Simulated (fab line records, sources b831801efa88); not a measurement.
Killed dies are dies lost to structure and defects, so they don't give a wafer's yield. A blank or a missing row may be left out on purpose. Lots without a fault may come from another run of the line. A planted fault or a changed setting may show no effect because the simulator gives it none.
Which tool did it? | flow gf180mcu | 12 lots, 36 wafers sampled, at 6 steps of a route of 602

WHAT THE GAUGES READ, wafer by wafer
GF_HV_LDD_CD_MEAS_46: target cd 400 nm.
lot  | measured     | on        | cd_nm (nm)
L308 | day 13 07:06 | cd_sem-02 | 400.4 400.2 403.2
L309 | day 13 18:05 | cd_sem-02 | 402.8 402.5 404.6
L310 | day 14 02:55 | cd_sem-02 | 400.2 400.2 401.3
L312 | day 14 15:12 | cd_sem-02 | 400.9 400.0 400.1
L314 | day 15 08:37 | cd_sem-01 | 401.9 401.8 401.7
L315 | day 15 15:11 | cd_sem-02 | 399.2 399.8 399.0
L318 | day 16 22:14 | cd_sem-02 | - - -
L320 | day 17 14:28 | cd_sem-02 | 396.9 397.5 398.7
L323 | day 18 13:28 | cd_sem-01 | 398.3 400.9 396.5
L326 | day 19 07:28 | cd_sem-02 | 400.5 402.3 400.7
L327 | day 20 01:25 | cd_sem-02 | 397.7 401.1 399.0
L328 | day 20 04:53 | cd_sem-01 | 398.7 398.9 398.2

GF_HV_LDD_TW_MEAS_50.
lot  | measured     | on            | HV_LDD_4_TW
L308 | day 13 07:30 | film_metro-04 | 573 574 571
L309 | day 13 18:29 | film_metro-01 | 586 581 581
L310 | day 14 03:19 | film_metro-02 | 570 571 567
L312 | day 14 15:35 | film_metro-02 | 569 569 569
L314 | day 15 09:02 | film_metro-02 | 567 563 565
L315 | day 15 15:35 | film_metro-01 | 582 581 582
L318 | day 16 22:38 | film_metro-04 | 30 30 30
L320 | day 17 14:52 | film_metro-01 | 586 587 587
L323 | day 18 13:52 | film_metro-01 | 578 580 580
L326 | day 19 07:52 | film_metro-02 | 564 565 565
L327 | day 20 01:49 | film_metro-01 | 582 583 581
L328 | day 20 05:17 | film_metro-02 | 565 564 563

GF_SAB_OVL_MEAS_10.
lot  | measured     | on         | SAB_OVL (nm)
L308 | day 16 02:41 | overlay-01 | -1.0 -2.8 -1.6
L309 | day 16 15:53 | overlay-02 | 0.0 -1.8 -1.5
L310 | day 17 00:37 | overlay-01 | 0.2 -0.6 -2.0
L312 | day 17 12:29 | overlay-02 | 1.0 1.8 1.1
L314 | day 18 09:20 | overlay-02 | -1.9 -2.3 -1.7
L315 | day 18 17:28 | overlay-02 | -0.5 -0.6 -1.1
L320 | day 20 21:08 | overlay-02 | -1.3 -0.9 -2.4
L323 | day 21 18:20 | overlay-01 | -0.7 -2.4 -0.6
L326 | day 22 12:14 | overlay-02 | -0.2 0.1 -1.1
L327 | day 23 05:29 | overlay-02 | -2.0 -1.3 -1.6
L328 | day 23 07:14 | overlay-01 | -1.4 -1.7 -1.3

WHICH TOOL RAN EACH LOT (tool, then ch and the chambers of the sampled wafers, then the start)
lot  | GF_DNWELL_STRIP_08                  | GF_LVPWELL_STRIP_10                 | GF_HV_LDD_EXPOSE_43
L308 | plasma_asher-03 ch 0,1, day 3 10:37 | plasma_asher-02 ch 0,1, day 4 14:09 | iline_stepper-01 ch 0, day 12 21:38
L309 | plasma_asher-01 ch 0, day 3 18:46   | plasma_asher-02 ch 0,1, day 4 22:34 | iline_stepper-02 ch 0, day 13 08:27
L310 | plasma_asher-04 ch 0,1, day 3 23:10 | plasma_asher-04 ch 1, day 5 03:21   | iline_stepper-02 ch 0, day 13 16:49
L312 | plasma_asher-03 ch 0,1, day 4 07:15 | plasma_asher-03 ch 0,1, day 5 11:35 | iline_stepper-02 ch 0, day 14 04:48
L314 | plasma_asher-03 ch 0,1, day 4 17:52 | plasma_asher-03 ch 0,1, day 5 21:34 | iline_stepper-01 ch 0, day 14 22:20
L315 | plasma_asher-03 ch 0,1, day 4 22:55 | plasma_asher-02 ch 0,1, day 6 04:45 | iline_stepper-01 ch 0, day 15 04:35
L318 | plasma_asher-03 ch 0,1, day 5 18:10 | plasma_asher-02 ch 0,1, day 7 01:06 | iline_stepper-01 ch 0, day 16 11:01
L320 | plasma_asher-03 ch 0,1, day 6 04:13 | plasma_asher-03 ch 0,1, day 7 11:54 | iline_stepper-01 ch 0, day 17 03:16
L323 | plasma_asher-03 ch 0,1, day 6 21:07 | plasma_asher-04 ch 0,1, day 8 05:52 | iline_stepper-01 ch 0, day 18 02:40
L326 | plasma_asher-04 ch 0,1, day 7 09:31 | plasma_asher-04 ch 0,1, day 8 17:55 | iline_stepper-02 ch 0, day 18 19:14
L327 | plasma_asher-03 ch 0,1, day 7 19:37 | plasma_asher-02 ch 0,1, day 9 06:06 | iline_stepper-01 ch 0, day 19 13:38
L328 | plasma_asher-01 ch 0, day 7 21:13   | plasma_asher-03 ch 0, day 9 07:13   | iline_stepper-01 ch 0, day 19 17:02
- GF_DNWELL_STRIP_08: strips in O2/N2.
- GF_LVPWELL_STRIP_10: strips in O2/N2.
- GF_HV_LDD_EXPOSE_43: exposes mask Pplus HV AREA, target cd 400 nm.

WHAT THE TOOLS THEMSELVES READ (means of the sampled wafers that have a number; where no wafer has one, the mark that the record gives instead)
GF_DNWELL_STRIP_08.
lot  | tool            | chamber_pressure_mTorr (mTorr) | drypump_motor_current_A (A) | heater_power_w (W) | oes_product_au (a.u.) | strip_time_to_endpoint_s (s)
L308 | plasma_asher-03 | 1500.8                         | 5.6                         | 335                | 0.723                 | 37.40
L309 | plasma_asher-01 | 1499.9                         | 6.7                         | 372                | 0.723                 | 37.27
L310 | plasma_asher-04 | 1499.6                         | 6.1                         | 331                | 0.725                 | 37.21
L312 | plasma_asher-03 | 1499.7                         | 5.4                         | 343                | 0.722                 | 37.04
L314 | plasma_asher-03 | 1499.8                         | 5.6                         | 331                | 0.723                 | 37.50
L315 | plasma_asher-03 | 1499.6                         | 5.4                         | 341                | 0.719                 | 37.33
L318 | plasma_asher-03 | 1499.6                         | 5.4                         | 339                | 0.729                 | 37.37
L320 | plasma_asher-03 | 1501.3                         | 5.6                         | 333                | 0.719                 | 37.42
L323 | plasma_asher-03 | 1499.6                         | 5.6                         | 328                | 0.722                 | 37.20
L326 | plasma_asher-04 | 1498.0                         | 6.1                         | 336                | 0.719                 | 37.19
L327 | plasma_asher-03 | 1499.3                         | 5.4                         | 333                | 0.725                 | 37.38
L328 | plasma_asher-01 | 1501.3                         | 6.8                         | 368                | 0.723                 | 37.31

GF_LVPWELL_STRIP_10.
lot  | tool            | chamber_pressure_mTorr (mTorr) | drypump_motor_current_A (A) | heater_power_w (W) | oes_product_au (a.u.) | strip_time_to_endpoint_s (s)
L308 | plasma_asher-02 | 1500.1                         | 5.9                         | 304                | 0.719                 | 37.05
L309 | plasma_asher-02 | 1501.1                         | 6.2                         | 313                | 0.722                 | 37.14
L310 | plasma_asher-04 | 1499.8                         | 6.7                         | 338                | 0.719                 | 36.89
L312 | plasma_asher-03 | 1500.0                         | 5.4                         | 340                | 0.723                 | 36.99
L314 | plasma_asher-03 | 1498.7                         | 5.4                         | 340                | 0.723                 | 37.10
L315 | plasma_asher-02 | 1499.5                         | 6.2                         | 310                | 0.723                 | 37.01
L318 | plasma_asher-02 | 1500.5                         | 6.2                         | 307                | 0.725                 | 36.94
L320 | plasma_asher-03 | 1500.8                         | 5.6                         | 335                | 0.722                 | 36.93
L323 | plasma_asher-04 | 1499.4                         | 5.5                         | 331                | 0.718                 | 37.00
L326 | plasma_asher-04 | 1499.5                         | 6.1                         | 336                | 0.719                 | 36.89
L327 | plasma_asher-02 | 1499.5                         | 6.1                         | 308                | 0.724                 | 37.10
L328 | plasma_asher-03 | 1498.5                         | 5.3                         | 353                | 0.721                 | 37.05

THE ANSWER, worked out from the rows above alone
Rule: what is usual is taken from the lots themselves. Put in order of their means at a reading, lots are off if they are a third of the lots or fewer, leave a main group of 4 or more, and stand apart from it by a gap of 3 or more times the standard deviation of the main group's means; of several such gaps the widest counts. A main group whose means are all the same, to the digits that the tables above print for the reading, isn't used. A lot without any number at a reading at which 4 lots or more have one is off too. The other lots that the step has rows for count as sound. The gauges are gone through in route order, then the tools' own readings, and for those a lot's mean is taken as printed above. The first step at which some lot is off is used, and at that step the reading that is off furthest; a lot without a number counts as furthest.
Off: L318, at GF_HV_LDD_CD_MEAS_46 (cd_nm). Without a number there: L318. The main group: mean 400.2 nm, standard deviation 1.6.
A tool fits if, at a process step before that reading, it ran every lot that is off, and no sound lot after the first of them. The gauges at GF_HV_LDD_CD_MEAS_46 aren't tried: what is off there is off at GF_HV_LDD_TW_MEAS_50 too, on other tools, and a gauge's error can't cause that. None of those tried fits.

WHAT THE SIMULATOR HAD PUT IN
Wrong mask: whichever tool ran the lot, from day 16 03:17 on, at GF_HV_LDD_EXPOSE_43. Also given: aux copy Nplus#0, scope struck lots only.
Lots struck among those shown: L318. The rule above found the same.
